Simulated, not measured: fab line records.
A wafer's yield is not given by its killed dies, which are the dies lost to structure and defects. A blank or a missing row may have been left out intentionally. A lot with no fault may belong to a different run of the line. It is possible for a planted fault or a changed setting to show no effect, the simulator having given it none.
One fault seen from 2 desks    flow sky130    every desk sees just its own numbers, and what lay behind them comes last

METROLOGY DESK
What the gauges read, lot by lot, whatever tool the lot ran on: means of the sampled wafers that have a number. Any lot whose mean is over 4 standard deviations away from the usual mean is out of limits and marked OUT; that distance is given in the brackets.
Columns: A = cd_nm at SKY_FIELD_ISO_CD_MEAS_13, usual 150.0 nm; B = FIELD_ISO_OXIDATION_01_THK at SKY_FIELD_ISO_THK_MEAS_23, usual 9.90 nm; C = FIELD_ISO_CVD_24_THK at SKY_FIELD_ISO_THK_MEAS_25, usual 596 nm
lot   first seen here  A      B      C
L690  day 3 11:00      149.6  10.02  602
L695  day 4 14:31      148.6  10.15  589
L701  day 5 21:13      151.0  10.05  592
L705  day 6 16:35      150.1  9.92   594
L707  day 7 03:58      152.1  9.98   596
Finding of this desk: none of the 5 lots has anything out of limits.

FOR THE TOOL OWNER'S DESK: wet_bench-01
The tool's own readings at SKY_FIELD_ISO_WET_ETCH_18 (etches Si3N4 in H3PO4, target depth 25 nm, time 286 s): means of the sampled wafers that have a number, for each lot that ran on this tool. Any lot whose mean is over 4 standard deviations away from the usual mean is out of limits and marked OUT; that distance is given in the brackets.
Columns: A = run_length_s at SKY_FIELD_ISO_WET_ETCH_18, usual 316 s
lot   first seen here  A
L695  day 4 14:53      319
L701  day 5 21:36      512 (+50) OUT
This desk finds L701 out of limits, L701 being first, at day 5 21:36 (run_length_s at SKY_FIELD_ISO_WET_ETCH_18). In limits: L695.

TAKEN TOGETHER
The tool owner's desk had the chance to raise an alarm at day 5 21:36 on L701.
From the metrology desk's view, nothing was out of limits.
The metrology desk has L701 on record, within its limits.
The lots listed all ran SKY_FIELD_ISO_WET_ETCH_18 on wet_bench-01.

WHAT WAS PUT IN BY THE SIMULATOR
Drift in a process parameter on wet_bench-01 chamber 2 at SKY_FIELD_ISO_WET_ETCH_18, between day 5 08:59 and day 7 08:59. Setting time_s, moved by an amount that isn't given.
Struck lots among those shown: L701.
How many hours passed from the start of the fault until each desk's first out-of-limits reading: the tool owner's desk, 13.
